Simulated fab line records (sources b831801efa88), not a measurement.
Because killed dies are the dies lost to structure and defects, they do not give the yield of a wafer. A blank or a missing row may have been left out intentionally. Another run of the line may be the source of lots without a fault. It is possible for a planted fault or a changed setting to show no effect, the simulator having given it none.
Which tool did it?	flow sky130	24 lots, 72 wafers sampled, at 6 steps of a route of 708

## WHAT EACH GAUGE READ, for each wafer
SKY_FIELD_ISO_CD_MEAS_13 targets a cd of 150 nm.
lot	measured	on	cd_nm (nm)
L074	day 2 05:17	cd_sem-02	147.6 147.8 148.4
L075	day 2 10:50	cd_sem-02	148.8 149.7 148.1
L076	day 2 14:29	cd_sem-02	149.0 148.5 149.4
L077	day 2 20:16	cd_sem-02	151.7 150.0 151.6
L078	day 3 02:20	cd_sem-02	153.4 152.3 152.1
L079	day 3 06:56	cd_sem-01	147.1 148.9 147.5
L080	day 3 14:53	cd_sem-01	148.8 150.3 150.8
L081	day 3 21:22	cd_sem-01	149.5 148.5 148.4
L082	day 3 21:42	cd_sem-02	148.8 150.3 149.8
L083	day 4 08:36	cd_sem-02	148.3 147.4 149.3
L084	day 4 16:58	cd_sem-01	148.7 149.4 150.3
L085	day 4 17:05	cd_sem-02	147.8 147.4 148.5
L086	day 4 21:11	cd_sem-01	147.1 146.7 148.4
L087	day 5 02:58	cd_sem-02	153.5 152.2 151.6
L088	day 5 05:22	cd_sem-02	150.2 151.5 150.0
L089	day 5 10:32	cd_sem-02	147.9 147.7 146.9
L090	day 5 15:33	cd_sem-02	148.2 149.5 148.7
L091	day 5 22:02	cd_sem-02	148.8 148.8 149.5
L092	day 6 02:31	cd_sem-01	152.8 148.7 153.9
L093	day 6 13:53	cd_sem-02	150.4 151.4 152.1
L094	day 6 14:05	cd_sem-01	152.2 153.0 152.4
L095	day 7 00:41	cd_sem-02	148.4 149.0 149.9
L096	day 7 00:47	cd_sem-01	148.7 148.3 148.9
L097	day 7 06:22	cd_sem-01	149.6 147.8 148.0

SKY_PASSIVATION_THK_MEAS_01.
lot	measured	on	PASSIVATION_CVD_00_THK (nm)
L074	day 44 00:55	film_metro-02	88.4 89.0 90.8
L075	day 44 19:58	film_metro-01	89.9 92.7 91.6
L076	day 44 20:37	film_metro-04	88.1 87.5 89.6
L077	day 45 11:17	film_metro-02	89.4 90.3 89.4
L078	day 45 17:38	film_metro-04	89.1 88.2 89.3
L079	day 45 12:41	film_metro-04	88.9 89.5 90.4
L080	day 46 00:35	film_metro-04	89.3 89.5 90.5
L081	day 46 10:17	film_metro-04	89.3 90.1 90.6
L082	day 46 11:41	film_metro-02	88.2 89.1 89.4
L083	day 46 21:43	film_metro-01	88.4 87.7 89.1
L084	day 47 07:44	film_metro-02	89.8 91.4 89.8
L085	day 47 06:24	film_metro-02	89.3 89.3 90.4
L086	day 47 11:46	film_metro-02	88.1 87.0 90.4
L087	day 48 04:44	film_metro-01	88.4 89.3 89.5
L088	day 48 10:39	film_metro-04	88.5 90.3 90.3
L089	day 48 18:07	film_metro-04	88.3 87.6 88.9
L090	day 48 23:05	film_metro-01	90.1 91.2 91.5
L091	day 49 10:01	film_metro-02	89.1 90.2 88.2
L092	day 49 12:58	film_metro-02	88.4 88.1 90.2
L093	day 49 19:10	film_metro-02	87.6 87.6 87.7
L094	day 49 19:32	film_metro-02	88.5 90.3 89.6
L095	day 50 01:28	film_metro-04	90.4 89.9 91.3
L096	day 49 23:20	film_metro-04	88.8 90.1 91.1
L097	day 50 02:52	film_metro-01	89.4 91.5 89.7

SKY_PAD_OPEN_BOW_MEAS_13.
lot	measured	on	PAD_OPEN_BOW (um)
L074	day 45 22:24	film_metro-03	56 53 55
L075	day 46 17:47	film_metro-01	46 45 32
L076	day 46 18:04	film_metro-01	59 68 66
L077	day 47 07:31	film_metro-03	35 43 62
L078	day 47 13:55	film_metro-03	49 49 53
L079	day 47 09:03	film_metro-01	38 48 42
L080	day 47 20:27	film_metro-01	45 39 38
L081	day 48 06:11	film_metro-01	52 53 57
L082	day 48 06:51	film_metro-03	53 61 45
L083	day 48 16:10	film_metro-03	38 36 37
L084	day 49 02:05	film_metro-04	27 42 50
L085	day 49 00:29	film_metro-04	49 36 69
L086	day 49 04:05	film_metro-04	53 42 57
L087	day 49 19:03	film_metro-04	58 57 60
L088	day 50 02:13	film_metro-01	43 45 40
L089	day 50 08:32	film_metro-01	51 56 36
L090	day 50 12:47	film_metro-03	41 61 35
L091	day 50 23:02	film_metro-03	49 45 54
L092	day 51 02:01	film_metro-01	63 60 49
L093	day 51 07:00	film_metro-03	40 58 49
L094	day 51 07:43	film_metro-01	38 39 44
L095	day 51 13:11	film_metro-01	52 46 55
L096	day 51 09:05	film_metro-03	56 52 50
L097	day 51 13:57	film_metro-03	62 44 51

## TOOL THAT RAN EACH LOT (tool first, then ch and the chambers of the sampled wafers, then the start)
lot	SKY_VIA3_ETCH_14	SKY_VIA3_STRIP_16	SKY_METAL5_SPUTTER_03
L074	rie_diel-03 ch 1,2, day 39 18:14	plasma_asher-04 ch 0,1, day 39 18:20	pvd_sputter-04, day 43 00:37
L075	rie_diel-03 ch 1,2,3, day 40 15:29	plasma_asher-03 ch 1, day 40 15:35	pvd_sputter-04, day 43 20:44
L076	rie_diel-03 ch 1,2,3, day 40 16:14	plasma_asher-01 ch 0,1, day 40 16:20	pvd_sputter-03, day 43 21:24
L077	rie_diel-04 ch 1,3, day 41 08:11	plasma_asher-03 ch 0,1, day 41 08:19	pvd_sputter-02, day 44 12:04
L078	rie_diel-02 ch 2,3, day 41 16:02	plasma_asher-04 ch 0,1, day 41 16:11	pvd_sputter-04, day 44 18:44
L079	rie_diel-02 ch 0,1,2, day 41 10:59	plasma_asher-03 ch 0,1, day 41 11:05	pvd_sputter-04, day 44 13:56
L080	rie_diel-03 ch 0,2,3, day 42 01:26	plasma_asher-03 ch 0,1, day 42 01:32	pvd_sputter-02, day 45 02:47
L081	rie_diel-03 ch 1,2,3, day 42 10:41	plasma_asher-03 ch 0,1, day 42 10:49	pvd_sputter-04, day 45 12:23
L082	rie_diel-04 ch 0,2, day 42 12:14	plasma_asher-03 ch 0,1, day 42 12:20	pvd_sputter-02, day 45 13:48
L083	rie_diel-04 ch 0,1,2, day 43 00:56	plasma_asher-01 ch 0,1, day 43 01:02	pvd_sputter-03, day 46 00:01
L084	rie_diel-03 ch 0,3, day 43 10:53	plasma_asher-04 ch 0,1, day 43 11:02	pvd_sputter-03, day 46 09:57
L085	rie_diel-04 ch 1,2, day 43 08:47	plasma_asher-01 ch 0,1, day 43 08:53	pvd_sputter-03, day 46 08:47
L086	rie_diel-04 ch 1,2, day 43 15:47	plasma_asher-03 ch 0,1, day 43 15:53	pvd_sputter-02, day 46 13:43
L087	rie_diel-03 ch 0,1,3, day 44 10:23	plasma_asher-04 ch 0,1, day 44 10:29	pvd_sputter-04, day 47 07:19
L088	rie_diel-02 ch 1,2, day 44 16:05	plasma_asher-03 ch 0,1, day 44 16:13	pvd_sputter-04, day 47 13:07
L089	rie_diel-04 ch 0,2,3, day 45 03:38	plasma_asher-04 ch 0,1, day 45 03:44	pvd_sputter-03, day 47 21:58
L090	rie_diel-04 ch 0,1,3, day 45 08:44	plasma_asher-01 ch 0,1, day 45 08:50	pvd_sputter-02, day 48 03:13
L091	rie_diel-03 ch 0,1,3, day 45 19:44	plasma_asher-01 ch 0,1, day 45 19:50	pvd_sputter-04, day 48 14:19
L092	rie_diel-04 ch 1,3, day 46 00:47	plasma_asher-03 ch 0,1, day 46 00:53	pvd_sputter-04, day 48 17:28
L093	rie_diel-04 ch 0,1,2, day 46 06:44	plasma_asher-03 ch 0,1, day 46 06:50	pvd_sputter-02, day 49 00:30
L094	rie_diel-02 ch 0,1,2, day 46 08:02	plasma_asher-03 ch 0,1, day 46 08:08	pvd_sputter-04, day 49 01:31
L095	rie_diel-04 ch 1,2,3, day 46 13:47	plasma_asher-04 ch 0,1, day 46 13:56	pvd_sputter-04, day 49 06:02
L096	rie_diel-02 ch 1,2,3, day 46 11:41	plasma_asher-04 ch 0,1, day 46 11:47	pvd_sputter-04, day 49 04:46
L097	rie_diel-02 ch 0,1, day 46 15:59	plasma_asher-03 ch 0,1, day 46 16:05	pvd_sputter-02, day 49 08:39
- SKY_VIA3_ETCH_14: etches BARC in N2/H2, stops on SiO2, time 45.9 s, target depth 60 nm.
- SKY_VIA3_STRIP_16: strips in O2/N2.
- SKY_METAL5_SPUTTER_03: material Ti, target thk 5 nm, time 3.3 s.

## AS READ BY THE TOOLS THEMSELVES (means over the sampled wafers that have a number; for cases with no such wafer, the mark the record gives instead)
SKY_VIA3_ETCH_14.
lot	tool	chamber_pressure_mTorr (mTorr)	drypump_motor_current_A (A)	oes_product_au (a.u.)	throttle_valve_pct (%)
L074	rie_diel-03	30.012	5.9	0.857	13.229
L075	rie_diel-03	29.991	6.0	0.861	13.234
L076	rie_diel-03	30.003	6.0	0.857	13.219
L077	rie_diel-04	29.970	5.7	0.852	13.220
L078	rie_diel-02	29.999	5.4	0.858	13.235
L079	rie_diel-02	29.999	5.8	0.856	13.229
L080	rie_diel-03	29.973	5.8	0.858	13.223
L081	rie_diel-03	29.990	6.0	0.856	13.233
L082	rie_diel-04	29.994	5.4	0.854	13.224
L083	rie_diel-04	30.005	5.4	0.852	13.226
L084	rie_diel-03	29.993	5.9	0.859	13.226
L085	rie_diel-04	29.987	5.3	0.855	13.216
L086	rie_diel-04	30.008	5.5	0.853	13.223
L087	rie_diel-03	29.979	5.8	0.855	13.225
L088	rie_diel-02	29.996	6.1	0.853	13.221
L089	rie_diel-04	30.007	5.8	0.853	13.228
L090	rie_diel-04	30.007	5.7	0.855	13.231
L091	rie_diel-03	29.998	5.8	0.857	13.224
L092	rie_diel-04	29.986	5.7	0.856	13.224
L093	rie_diel-04	30.015	5.4	0.861	13.221
L094	rie_diel-02	30.008	5.8	0.860	13.225
L095	rie_diel-04	30.014	5.8	0.847	13.227
L096	rie_diel-02	30.005	5.7	0.854	13.224
L097	rie_diel-02	29.996	5.5	0.851	13.228

SKY_VIA3_STRIP_16.
lot	tool	chamber_pressure_mTorr (mTorr)	drypump_motor_current_A (A)	o2_flow_sccm (sccm)	oes_product_au (a.u.)	strip_time_to_endpoint_s (s)
L074	plasma_asher-04	1501.2	5.1	3007	0.398	4.12
L075	plasma_asher-03	1500.6	5.8	3005	0.404	4.16
L076	plasma_asher-01	1500.3	5.4	2989	0.396	4.11
L077	plasma_asher-03	1498.9	6.0	2994	0.399	4.14
L078	plasma_asher-04	1501.1	5.1	2995	0.404	4.12
L079	plasma_asher-03	1498.9	6.2	2999	0.402	4.12
L080	plasma_asher-03	1499.5	6.2	2998	0.403	4.15
L081	plasma_asher-03	1500.3	6.0	3015	0.404	4.15
L082	plasma_asher-03	1499.9	6.1	3007	0.400	4.13
L083	plasma_asher-01	1500.1	5.4	3002	0.407	4.17
L084	plasma_asher-04	1500.0	5.0	3005	0.402	4.13
L085	plasma_asher-01	1501.2	5.1	3005	0.406	4.16
L086	plasma_asher-03	1500.0	6.1	3001	0.408	4.17
L087	plasma_asher-04	1501.0	5.1	3002	0.405	4.16
L088	plasma_asher-03	1500.5	6.0	3001	0.406	4.11
L089	plasma_asher-04	1500.0	5.0	3010	0.405	4.16
L090	plasma_asher-01	1498.4	5.4	2995	0.405	4.14
L091	plasma_asher-01	1498.1	5.1	2999	0.396	4.10
L092	plasma_asher-03	1499.4	6.2	2995	0.403	4.12
L093	plasma_asher-03	1500.9	6.0	2996	0.404	4.16
L094	plasma_asher-03	1498.9	6.1	3001	0.406	4.10
L095	plasma_asher-04	1499.1	5.1	2997	0.400	4.14
L096	plasma_asher-04	1499.3	5.1	3000	0.401	4.12
L097	plasma_asher-03	1500.2	6.0	2989	0.399	4.11

SKY_METAL5_SPUTTER_03.
lot	tool	throttle_valve_pct (%)
L074	pvd_sputter-04	29.8
L075	pvd_sputter-04	30.1
L076	pvd_sputter-03	29.8
L077	pvd_sputter-02	30.2
L078	pvd_sputter-04	30.6
L079	pvd_sputter-04	29.9
L080	pvd_sputter-02	31.0
L081	pvd_sputter-04	30.0
L082	pvd_sputter-02	29.5
L083	pvd_sputter-03	29.7
L084	pvd_sputter-03	28.9
L085	pvd_sputter-03	29.9
L086	pvd_sputter-02	30.2
L087	pvd_sputter-04	30.3
L088	pvd_sputter-04	29.9
L089	pvd_sputter-03	29.7
L090	pvd_sputter-02	30.3
L091	pvd_sputter-04	30.3
L092	pvd_sputter-04	30.3
L093	pvd_sputter-02	30.4
L094	pvd_sputter-04	29.9
L095	pvd_sputter-04	30.2
L096	pvd_sputter-04	30.1
L097	pvd_sputter-02	28.5

## THE ANSWER, worked out from the rows above alone
Rule: the usual values come from the lots themselves. The widest of any qualifying gaps counts: lots, ordered by their means at a reading, are off when they make up no more than a third of the lots, leave a main group of 4 or more, and stand apart from it by 3 or more times the standard deviation of that group's means. The tables above print the reading to a certain number of digits; a main group whose means all agree to those digits is not used. Also off: a lot with no number at a reading for which 4 or more lots have one. Where the step has rows for the other lots, those lots are counted as sound. First the gauges in route order, then the tools' own readings, where a lot's mean is used as printed above. The first step at which some lot is off is used, and at that step the reading that is off furthest; a lot without a number counts as furthest.
Nothing can be told from this: no lot is off at any reading shown.

## WHAT HAD BEEN PUT IN BY THE SIMULATOR
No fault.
